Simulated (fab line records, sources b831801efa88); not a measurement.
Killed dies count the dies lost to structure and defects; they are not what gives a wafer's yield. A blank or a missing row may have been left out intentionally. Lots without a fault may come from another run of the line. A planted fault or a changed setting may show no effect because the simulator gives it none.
A struck lot beside a sound one :: flow sky130 :: 15 out of 708 route steps
Sound: wafers L443.2, L443.3, L443.6. The struck wafers were L432.3, L432.4, L432.6. The cause is given at the end.
For every step that has rows: the tool of each side, followed by ch and its chambers, followed by its first start. Under that, the readings that differ: sound wafers :: struck wafers :: difference of the means :: sigmas: that difference in standard deviations of wafers without a fault.
alike: words and numbers the same on both sides, and readings whose means are apart by under 2 such deviations; not compared: readings that were withheld, readings missing a value for some wafer, numbers with overlapping values and no deviation given by the record, and bounds like >300 which may hide the same value.
Wherever a step has rows on one side only, a row that says differs or no value, or a row with sigmas, the two part there. Non-overlapping numbers with no deviation appear without sigmas and do not part them. Lack of a reading on every wafer of one side parts them only where that side has two or more wafers.

first, 4 steps without rows for these wafers: SKY_FIELD_ISO_SOFTBAKE_09 (time 90 s); SKY_FIELD_ISO_EXPOSE_10 (exposes mask FOM, target cd 150 nm); SKY_FIELD_ISO_PEB_11; SKY_FIELD_ISO_DEVELOP_12 (develop time 60 s).
SKY_FIELD_ISO_CD_MEAS_13 targets a cd of 150 nm.
  sound on cdSem-02 at day 6 09:16; struck on cdSem-02 at day 3 21:10
  alike: cdNm
SKY_FIELD_ISO_ETCH_14: etches BARC in N2/H2, stops on SiO2, time 45.9 s, target depth 60 nm.
  sound on rieDiel-03 ch 0,1, day 6 09:22; struck on rieDiel-04 ch 2,3, day 3 21:14
  alike: chamberPressureMTorr, drypumpMotorCurrentA, oesProductAu, runLengthS, throttleValvePct
  not compared: rfHoursCounterH
SKY_FIELD_ISO_ETCH_15: etches the open film in CHF3/O2, stops on Si, target depth 180 nm, time 72 s.
  sound on rieDiel-03 ch 0,1, day 6 09:25; struck on rieDiel-04 ch 2,3, day 3 21:17
  alike: chamberPressureMTorr, chf3FlowSccm, drypumpMotorCurrentA, oesProductAu, runLengthS, throttleValvePct
  not compared: rfHoursCounterH
SKY_FIELD_ISO_STRIP_16: strips in O2/N2.
  sound on plasmaAsher-02 ch 0,1, day 6 09:28; struck on plasmaAsher-02 ch 0,1, day 3 21:22
  alike: chamberPressureMTorr, drypumpMotorCurrentA, oesProductAu, stripTimeToEndpointS
  not compared: rfHoursCounterH
SKY_FIELD_ISO_ETCH_17: etches Si in HBr/Cl2/O2, target depth 342 nm, time 97.7 s.
  sound on rieSi-01 ch 0,2,3, day 6 09:34; struck on rieSi-01 ch 0,2,3, day 3 21:26
  alike: chamberPressureMTorr, drypumpMotorCurrentA, oesProductAu, runLengthS, throttleValvePct
  not compared: rfHoursCounterH
then, 3 steps without rows for these wafers: SKY_FIELD_ISO_WET_ETCH_18 (etches Si3N4 in H3PO4, target depth 25 nm, time 286 s); SKY_FIELD_ISO_CLEAN_19 (cleans in SC1/SC2, time 150 s); SKY_FIELD_ISO_CLEAN_20 (cleans in dHF, time 20 s).
SKY_FIELD_ISO_WET_ETCH_21: etches SiO2 in dHF, target depth 20 nm, time 400 s.
  sound on wetBench-02 ch 0, day 6 09:47; struck on wetBench-04 ch 0, day 3 21:40
reading: runLengthS (s)
sound: 425 425 425
struck: 465 465 465
difference: +40
sigmas: +12
  alike: bathHeatDutyPct
then, 1 step without rows for these wafers: SKY_FIELD_ISO_OXIDATION_22 (stabilise 600 s, purge 300 s, target thk 10 nm).
SKY_PAD_OPEN_PROBE_99:
  rows exist in the record for the sound wafers here (prober-01, day 50 06:30), none for the struck ones

## WHERE THEY PART
At SKY_FIELD_ISO_WET_ETCH_21 first; at SKY_PAD_OPEN_PROBE_99 last (within this record only).

WHY: what had been put in by the simulator
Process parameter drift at SKY_FIELD_ISO_WET_ETCH_21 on wetBench-04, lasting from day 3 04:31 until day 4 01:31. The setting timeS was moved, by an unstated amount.
